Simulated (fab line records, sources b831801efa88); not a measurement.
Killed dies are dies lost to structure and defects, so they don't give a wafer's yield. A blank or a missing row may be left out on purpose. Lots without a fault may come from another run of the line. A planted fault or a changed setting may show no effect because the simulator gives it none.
A struck lot beside a sound one | flow sky130 | 18 steps out of a route of 708
Sound: wafers L901.2, L901.4, L901.5. Struck: wafer L915.5. (L915.1, L915.4 of the same lot were not struck and are left out.) The cause comes at the end.
At each step with rows: each side's tool, then ch and its chambers, then its first start. Under that, the readings that differ: sound wafers | struck wafers | difference of the means | sigmas: that difference in standard deviations of wafers without a fault.
alike: readings whose means differ by less than 2 such deviations, and words and numbers that are the same on both sides. not compared: withheld readings, readings that some wafer has no value for, bounds like >300 that may hide the same value, and numbers for which the record gives no deviation and whose values overlap.
The two part at a step that has a row with sigmas, a row that says differs or no value, or rows on one side only. Numbers that don't overlap but have no deviation are shown without sigmas and don't part them. A reading that every wafer of one side lacks parts them only if that side has two wafers or more.

first, 3 steps without rows for these wafers: SKY_SONOS_ONO_WET_ETCH_18 (etches Si3N4 in H3PO4, target depth 15 nm, time 172 s); SKY_GATE_OXIDE_CLEAN_00 (cleans in SC1/SC2, time 150 s); SKY_GATE_OXIDE_OXIDATION_01 (stabilise 600 s, purge 300 s, target thk 10.268 nm).
SKY_GATE_OXIDE_THK_MEAS_02:
  sound on film_metro-04, day 15 17:40; struck on film_metro-03, day 20 15:45
  alike: GATE_OXIDE_OXIDATION_00_THK
then, 7 steps without rows for these wafers: SKY_GATE_OXIDE_DEHYDRATE_03 (time 60 s); SKY_GATE_OXIDE_HMDS_04 (prime time 60 s); SKY_GATE_OXIDE_COAT_05 (resist thk 1140 nm); SKY_GATE_OXIDE_SOFTBAKE_06 (time 60 s); SKY_GATE_OXIDE_EXPOSE_07 (exposes mask LVOM, target cd 600 nm); SKY_GATE_OXIDE_PEB_08; SKY_GATE_OXIDE_DEVELOP_09 (develop time 60 s).
SKY_GATE_OXIDE_OVL_MEAS_10:
  sound on overlay-02, day 16 20:59; struck on overlay-02, day 21 22:19
  alike: GATE_OXIDE_OVL
SKY_GATE_OXIDE_IMPLANT_11:
  sound on implanter-03 ch 0, day 16 21:02; struck on implanter-02 ch 0, day 21 22:21
then, 1 step without rows for these wafers: SKY_GATE_OXIDE_WET_ETCH_12 (etches SiO2 in dHF, target depth 16.8 nm, time 336 s).
SKY_GATE_OXIDE_STRIP_13: strips in O2/N2.
  sound on plasma_asher-03 ch 0,1, day 16 21:16; struck on plasma_asher-01 ch 0, day 21 22:36
  alike: drypump_motor_current_A, oes_product_au, strip_time_to_endpoint_s
  not compared: rf_hours_counter_h
SKY_GATE_OXIDE_TW_MEAS_14:
  sound on film_metro-04, day 16 21:22; struck on film_metro-01, day 21 22:42
  reading       | sound             | struck | difference | sigmas
  GATE_OXIDE_TW | 222.1 221.5 222.3 | 218.0  | -4.0       | -3
then, 1 step without rows for these wafers: SKY_GATE_OXIDE_CLEAN_15 (cleans in SC1/SC2, time 150 s).
SKY_PAD_OPEN_PROBE_99:
  the record has rows for the sound wafers here (prober-01, day 48 04:04) and none for the struck ones

WHERE THEY PART
First at SKY_GATE_OXIDE_TW_MEAS_14; last, within this record, at SKY_PAD_OPEN_PROBE_99.

WHY: what the simulator had put in
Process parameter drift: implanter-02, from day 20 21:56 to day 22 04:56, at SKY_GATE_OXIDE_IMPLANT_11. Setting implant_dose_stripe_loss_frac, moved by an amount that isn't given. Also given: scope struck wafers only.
